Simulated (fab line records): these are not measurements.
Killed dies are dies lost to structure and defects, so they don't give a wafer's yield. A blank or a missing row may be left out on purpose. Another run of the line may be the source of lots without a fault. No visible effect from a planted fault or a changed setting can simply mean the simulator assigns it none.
Matching of chambers || flow gf180mcu || 4 sister chambers for GF_V5_ETCH_16 on rie diel-03
The step etches BARC in N2/H2. 20 wafers are shown with their chamber, then 10 later ones without.

== WAFERS PAIRED WITH THEIR CHAMBERS ==
{"wafer": "L074.3", "chamber": 3, "drypump motor current A (A)": 6.1, "throttle valve pct (%)": 13.220, "oes product au (a.u.)": 0.859}
{"wafer": "L074.4", "chamber": 2, "drypump motor current A (A)": 6.5, "throttle valve pct (%)": 13.236, "oes product au (a.u.)": 0.856}
{"wafer": "L074.6", "chamber": 3, "drypump motor current A (A)": 6.1, "throttle valve pct (%)": 13.235, "oes product au (a.u.)": 0.859}
{"wafer": "L075.1", "chamber": 0, "drypump motor current A (A)": 5.7, "throttle valve pct (%)": 13.204, "oes product au (a.u.)": 0.850}
{"wafer": "L075.2", "chamber": 3, "drypump motor current A (A)": 6.1, "throttle valve pct (%)": 13.239, "oes product au (a.u.)": 0.862}
{"wafer": "L075.4", "chamber": 2, "drypump motor current A (A)": 6.4, "throttle valve pct (%)": 13.216, "oes product au (a.u.)": 0.858}
{"wafer": "L077.1", "chamber": 1, "drypump motor current A (A)": 6.5, "throttle valve pct (%)": 13.230, "oes product au (a.u.)": 0.854}
{"wafer": "L077.2", "chamber": 2, "drypump motor current A (A)": 6.5, "throttle valve pct (%)": 13.224, "oes product au (a.u.)": 0.856}
{"wafer": "L077.6", "chamber": 1, "drypump motor current A (A)": 6.5, "throttle valve pct (%)": 13.241, "oes product au (a.u.)": 0.855}
{"wafer": "L078.2", "chamber": 3, "drypump motor current A (A)": 6.1, "throttle valve pct (%)": 13.211, "oes product au (a.u.)": 0.866}
{"wafer": "L078.4", "chamber": 1, "drypump motor current A (A)": 6.5, "throttle valve pct (%)": 13.239, "oes product au (a.u.)": 0.850}
{"wafer": "L078.5", "chamber": 3, "drypump motor current A (A)": 6.1, "throttle valve pct (%)": 13.216, "oes product au (a.u.)": 0.861}
{"wafer": "L080.1", "chamber": 3, "drypump motor current A (A)": 6.1, "throttle valve pct (%)": 13.223, "oes product au (a.u.)": 0.849}
{"wafer": "L080.2", "chamber": 2, "drypump motor current A (A)": 6.5, "throttle valve pct (%)": 13.224, "oes product au (a.u.)": 0.862}
{"wafer": "L080.5", "chamber": 2, "drypump motor current A (A)": 6.5, "throttle valve pct (%)": 13.223, "oes product au (a.u.)": 0.852}
{"wafer": "L081.1", "chamber": 1, "drypump motor current A (A)": 6.6, "throttle valve pct (%)": 13.207, "oes product au (a.u.)": 0.864}
{"wafer": "L081.5", "chamber": 3, "drypump motor current A (A)": 6.2, "throttle valve pct (%)": 13.229, "oes product au (a.u.)": 0.856}
{"wafer": "L081.6", "chamber": 2, "drypump motor current A (A)": 6.4, "throttle valve pct (%)": 13.216, "oes product au (a.u.)": 0.854}
{"wafer": "L088.1", "chamber": 0, "drypump motor current A (A)": 5.7, "throttle valve pct (%)": 13.212, "oes product au (a.u.)": 0.851}
{"wafer": "L088.4", "chamber": 3, "drypump motor current A (A)": 6.1, "throttle valve pct (%)": 13.226, "oes product au (a.u.)": 0.852}

SIGNATURES (averages over the wafers above)
{"reading": "drypump motor current A", "chamber 0": 5.700, "chamber 1": 6.525, "chamber 2": 6.467, "chamber 3": 6.112, "scatter within a chamber": 0.043}
{"reading": "throttle valve pct", "chamber 0": 13.20800, "chamber 1": 13.22925, "chamber 2": 13.22317, "chamber 3": 13.22488, "scatter within a chamber": 0.0102}
{"reading": "oes product au", "chamber 0": 0.85050, "chamber 1": 0.85575, "chamber 2": 0.85633, "chamber 3": 0.85800, "scatter within a chamber": 0.00485}
Rule: distance of a wafer from a chamber = root of the sum over the readings of ((wafer's reading minus chamber's mean) / reading's scatter) squared. If the next closest chamber is less than 2 further off than the closest, the wafer can't be placed; otherwise it belongs to the closest. How the scatter is found: for the shown wafers, subtract from each reading the mean of its chamber, square and add these, divide the total by (wafers less chambers), then take the root.

== WAFERS WITH NO CHAMBER GIVEN ==
{"wafer": "L088.6", "drypump motor current A (A)": 6.5, "throttle valve pct (%)": 13.218, "oes product au (a.u.)": 0.845}
{"wafer": "L091.2", "drypump motor current A (A)": 5.7, "throttle valve pct (%)": 13.212, "oes product au (a.u.)": 0.853}
{"wafer": "L091.4", "drypump motor current A (A)": 6.5, "throttle valve pct (%)": 13.218, "oes product au (a.u.)": 0.857}
{"wafer": "L091.5", "drypump motor current A (A)": 6.1, "throttle valve pct (%)": 13.223, "oes product au (a.u.)": 0.857}
{"wafer": "L095.1", "drypump motor current A (A)": 6.5, "throttle valve pct (%)": 13.213, "oes product au (a.u.)": 0.852}
{"wafer": "L095.2", "drypump motor current A (A)": 6.5, "throttle valve pct (%)": 13.227, "oes product au (a.u.)": 0.862}
{"wafer": "L095.4", "drypump motor current A (A)": 6.1, "throttle valve pct (%)": 13.218, "oes product au (a.u.)": 0.848}
{"wafer": "L097.2", "drypump motor current A (A)": 6.5, "throttle valve pct (%)": 13.246, "oes product au (a.u.)": 0.853}
{"wafer": "L097.3", "drypump motor current A (A)": 6.5, "throttle valve pct (%)": 13.227, "oes product au (a.u.)": 0.855}
{"wafer": "L097.5", "drypump motor current A (A)": 6.4, "throttle valve pct (%)": 13.226, "oes product au (a.u.)": 0.854}

== THE CHAMBER EACH PASSED THROUGH ==
{"wafer": "L088.6", "from the rows above": "can't be placed: 2 or 1", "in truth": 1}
{"wafer": "L091.2", "from the rows above": 0, "in truth": 0}
{"wafer": "L091.4", "from the rows above": "can't be placed: 2 or 1", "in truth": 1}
{"wafer": "L091.5", "from the rows above": 3, "in truth": 3}
{"wafer": "L095.1", "from the rows above": "can't be placed: 2 or 1", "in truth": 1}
{"wafer": "L095.2", "from the rows above": "can't be placed: 1 or 2", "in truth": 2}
{"wafer": "L095.4", "from the rows above": 3, "in truth": 3}
{"wafer": "L097.2", "from the rows above": "can't be placed: 1 or 2", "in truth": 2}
{"wafer": "L097.3", "from the rows above": "can't be placed: 1 or 2", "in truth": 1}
{"wafer": "L097.5", "from the rows above": "can't be placed: 2 or 1", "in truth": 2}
3 of 10 placed correctly. Not placeable from these rows: 7 (in 7, the candidates include the true chamber). Placed wrongly: 0.
